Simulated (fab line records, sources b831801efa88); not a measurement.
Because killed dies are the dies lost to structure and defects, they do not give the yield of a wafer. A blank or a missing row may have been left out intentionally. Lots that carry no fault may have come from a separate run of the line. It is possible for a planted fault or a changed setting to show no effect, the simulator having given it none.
Which tool was responsible? + flow gf180mcu + 13 lots with 39 wafers sampled at 4 steps, on a route of 602 steps

## WHAT THE GAUGES READ, wafer by wafer
GF_HV_LDD_CD_MEAS_46: target cd 400 nm.
| lot  | measured     | on       | cdNm (nm)         |
|------|--------------|----------|-------------------|
| L603 | day 12 15:03 | cdSem-02 | 404.1 404.6 403.1 |
| L605 | day 13 07:11 | cdSem-02 | 398.1 399.0 399.5 |
| L606 | day 13 11:24 | cdSem-01 | 398.9 397.5 399.1 |
| L607 | day 13 16:46 | cdSem-02 | 402.6 403.0 404.3 |
| L609 | day 14 08:17 | cdSem-01 | 394.3 395.5 396.6 |
| L611 | day 15 01:27 | cdSem-01 | 398.4 397.1 398.7 |
| L614 | day 15 23:37 | cdSem-01 | 399.6 402.7 401.8 |
| L616 | day 16 21:07 | cdSem-02 | 400.0 400.7 401.6 |
| L621 | day 18 08:56 | cdSem-02 | 401.1 401.2 399.0 |
| L622 | day 18 18:46 | cdSem-02 | 399.6 397.8 398.2 |
| L624 | day 19 11:40 | cdSem-01 | 406.0 403.5 403.2 |
| L625 | day 19 21:31 | cdSem-02 | 396.2 394.8 396.4 |
| L626 | day 20 00:20 | cdSem-02 | 398.5 397.9 397.8 |

GF_SAB_CD_MEAS_09: target cd 420 nm.
| lot  | measured     | on       | cdNm (nm)         |
|------|--------------|----------|-------------------|
| L603 | day 15 11:19 | cdSem-01 | 417.8 419.4 418.7 |
| L605 | day 16 02:04 | cdSem-02 | 417.7 417.8 418.0 |
| L606 | day 16 08:15 | cdSem-01 | 421.5 418.9 421.2 |
| L607 | day 16 11:52 | cdSem-02 | 417.4 418.4 418.0 |
| L609 | day 17 05:46 | cdSem-02 | 421.7 420.2 421.2 |
| L611 | day 17 23:41 | cdSem-01 | 420.9 421.4 422.7 |
| L614 | day 19 00:16 | cdSem-02 | 418.0 421.8 421.0 |
| L616 | day 20 02:04 | cdSem-01 | 451.5 451.1 449.6 |
| L621 | day 21 14:01 | cdSem-01 | 423.5 422.2 422.6 |
| L622 | day 21 23:38 | cdSem-02 | 419.6 422.2 420.7 |
| L624 | day 22 14:21 | cdSem-01 | 418.6 417.2 416.9 |
| L625 | day 23 00:41 | cdSem-02 | 422.0 421.8 418.3 |
| L626 | day 23 02:18 | cdSem-02 | 420.9 420.4 420.4 |

## WHICH TOOL RAN EACH LOT (tool, then ch and the chambers of the sampled wafers, then the start)
| lot  | GF_HV_LDD_RTA_52                | GF_SAB_EXPOSE_06                   |
|------|---------------------------------|------------------------------------|
| L603 | rtpAnneal-02 ch 0, day 12 15:34 | ilineStepper-01 ch 0, day 15 01:31 |
| L605 | rtpAnneal-01 ch 0, day 13 07:41 | ilineStepper-01 ch 0, day 15 14:59 |
| L606 | rtpAnneal-02 ch 0, day 13 11:55 | ilineStepper-01 ch 0, day 15 21:33 |
| L607 | rtpAnneal-02 ch 0, day 13 17:17 | ilineStepper-01 ch 0, day 16 02:01 |
| L609 | rtpAnneal-02 ch 0, day 14 08:47 | ilineStepper-02 ch 0, day 16 18:34 |
| L611 | rtpAnneal-02 ch 0, day 15 01:58 | ilineStepper-01 ch 0, day 17 11:59 |
| L614 | rtpAnneal-02 ch 0, day 16 00:07 | ilineStepper-01 ch 0, day 18 12:19 |
| L616 | rtpAnneal-01 ch 0, day 16 21:37 | ilineStepper-01 ch 0, day 19 14:06 |
| L621 | rtpAnneal-01 ch 0, day 18 09:26 | ilineStepper-01 ch 0, day 21 02:19 |
| L622 | rtpAnneal-01 ch 0, day 18 19:16 | ilineStepper-02 ch 0, day 21 12:43 |
| L624 | rtpAnneal-02 ch 0, day 19 12:11 | ilineStepper-02 ch 0, day 22 02:59 |
| L625 | rtpAnneal-02 ch 0, day 19 22:01 | ilineStepper-01 ch 0, day 22 13:44 |
| L626 | rtpAnneal-02 ch 0, day 20 00:51 | ilineStepper-01 ch 0, day 22 15:13 |
- GF_HV_LDD_RTA_52: time 10 s.
- GF_SAB_EXPOSE_06: exposes mask SAB, target cd 420 nm.

## AS READ BY THE TOOLS THEMSELVES (means over the sampled wafers that have a number; for cases with no such wafer, the mark the record gives instead)
GF_HV_LDD_RTA_52.
| lot  | tool         | annealTempCMax | chamberO2Ppm | lampPowerPct (%) | wafer_temp_C_max |
|------|--------------|----------------|--------------|------------------|------------------|
| L603 | rtpAnneal-02 | 1003.8         | 2.034        | 35.1             | 1006.7           |
| L605 | rtpAnneal-01 | 1005.7         | 1.969        | 31.2             | 1003.6           |
| L606 | rtpAnneal-02 | 1004.0         | 2.024        | 35.2             | 1006.8           |
| L607 | rtpAnneal-02 | 1004.1         | 1.963        | 35.2             | 1006.4           |
| L609 | rtpAnneal-02 | 1003.3         | 2.042        | 35.2             | 1007.2           |
| L611 | rtpAnneal-02 | 1003.6         | 2.007        | 35.2             | 1006.1           |
| L614 | rtpAnneal-02 | 1005.2         | 1.986        | 35.1             | 1006.1           |
| L616 | rtpAnneal-01 | 1005.1         | 1.994        | 31.2             | 1003.9           |
| L621 | rtpAnneal-01 | 1005.6         | 1.984        | 31.2             | 1004.0           |
| L622 | rtpAnneal-01 | 1005.6         | 1.992        | 31.2             | 1003.8           |
| L624 | rtpAnneal-02 | 1003.9         | 2.000        | 35.2             | 1006.9           |
| L625 | rtpAnneal-02 | 1003.5         | 1.983        | 35.1             | 1007.3           |
| L626 | rtpAnneal-02 | 1003.1         | 2.021        | 35.1             | 1007.9           |

## THE ANSWER, worked out from the rows above alone
Rule: the lots themselves supply what counts as usual. The widest of any qualifying gaps counts: lots, ordered by their means at a reading, are off when they make up no more than a third of the lots, leave a main group of 4 or more, and stand apart from it by 3 or more times the standard deviation of that group's means. Not used: any main group whose means are identical at the precision the tables above print for the reading. Also off: a lot with no number at a reading for which 4 or more lots have one. Any other lot the step has rows for is counted as sound. The gauges are gone through in route order, then the tools' own readings, and for those a lot's mean is taken as printed above. The first step at which some lot is off is used, and at that step the reading that is off furthest; a lot without a number counts as furthest.
Off, at GF_SAB_CD_MEAS_09 on cdNm: L616. The main group: mean 420.0 nm, standard deviation 1.6.
A tool fits if, at a process step before that reading, it ran every lot that is off, and no sound lot after the first of them. The gauges at GF_SAB_CD_MEAS_09 aren't tried: what is off there is off at GF_HV_LDD_RTA_52 too, on other tools, and a gauge's error can't cause that. Of those tried, none fits.

## WHAT HAD BEEN PUT IN BY THE SIMULATOR
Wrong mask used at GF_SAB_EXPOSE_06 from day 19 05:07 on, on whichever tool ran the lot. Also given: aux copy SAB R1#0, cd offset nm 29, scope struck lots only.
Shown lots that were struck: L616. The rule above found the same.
